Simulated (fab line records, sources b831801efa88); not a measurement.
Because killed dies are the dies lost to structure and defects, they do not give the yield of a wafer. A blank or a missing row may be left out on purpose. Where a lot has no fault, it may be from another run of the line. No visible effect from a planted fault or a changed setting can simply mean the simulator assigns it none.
Matching of chambers    flow gf180mcu    GF_STI_ETCH_14 on rie-si-01 has 4 sister chambers
The step etches Si in HBr/Cl2/O2, target depth 360 nm, time 102.9 s. 18 wafers are shown with their chamber, then 9 later ones without.

WAFERS, EACH WITH ITS CHAMBER
wafer   chamber  drypump-motor-current-A (A)  run-length-s (s)  oes-product-au (a.u.)
L851.1  2        4.9                          131.2             1.018
L851.3  1        5.6                          130.7             1.002
L851.6  0        5.2                          131.0             1.020
L855.2  1        5.7                          130.5             0.992
L855.3  0        5.1                          130.8             1.019
L855.6  3        4.9                          131.5             1.010
L856.2  3        4.9                          131.4             1.008
L856.3  2        4.9                          131.1             1.016
L856.6  2        4.9                          131.2             1.002
L857.1  0        5.2                          130.9             1.024
L857.5  3        4.9                          131.4             1.016
L857.6  0        5.2                          131.2             1.022
L858.1  1        5.7                          130.5             0.993
L858.4  0        5.2                          131.3             1.009
L858.6  3        4.9                          131.2             1.001
L859.1  2        4.9                          131.2             1.008
L859.2  3        4.9                          131.3             0.998
L859.4  1        5.6                          131.1             0.996

SIGNATURES (averages over the wafers above)
reading                  chamber 0  chamber 1  chamber 2  chamber 3  scatter within a chamber
drypump-motor-current-A  5.180      5.650      4.900      4.900      0.0359
run-length-s             131.040    130.700    131.175    131.360    0.184
oes-product-au           1.01880    0.99575    1.01100    1.00660    0.00636
Rule: a wafer lies at a distance from a chamber equal to the root of the sum of squares, over the readings, of (its reading less the chamber's mean, divided by the reading's scatter). If the next closest chamber is less than 2 further off than the closest, the wafer can't be placed; otherwise it belongs to the closest. How the scatter is found: for the shown wafers, subtract from each reading the mean of its chamber, square and add these, divide the total by (wafers less chambers), then take the root.

WAFERS WITH NO CHAMBER GIVEN
wafer   drypump-motor-current-A (A)  run-length-s (s)  oes-product-au (a.u.)
L861.2  5.2                          131.0             1.010
L861.3  5.6                          130.5             0.989
L861.4  5.2                          131.5             1.009
L863.2  5.2                          130.9             1.021
L863.4  5.7                          130.7             1.002
L863.6  4.9                          131.4             1.003
L865.1  4.9                          131.3             1.011
L865.4  4.9                          131.4             1.001
L865.6  4.9                          131.2             1.006

WHICH CHAMBER EACH ONE RAN IN
wafer   from the rows above      in truth
L861.2  0                        0
L861.3  1                        1
L861.4  0                        0
L863.2  0                        0
L863.4  1                        1
L863.6  can't be placed: 3 or 2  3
L865.1  can't be placed: 2 or 3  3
L865.4  can't be placed: 3 or 2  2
L865.6  can't be placed: 2 or 3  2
Placed correctly: 5 of 9. Can't be placed from these rows: 4 (the true chamber is among the candidates in 4). Number placed wrongly: 0.
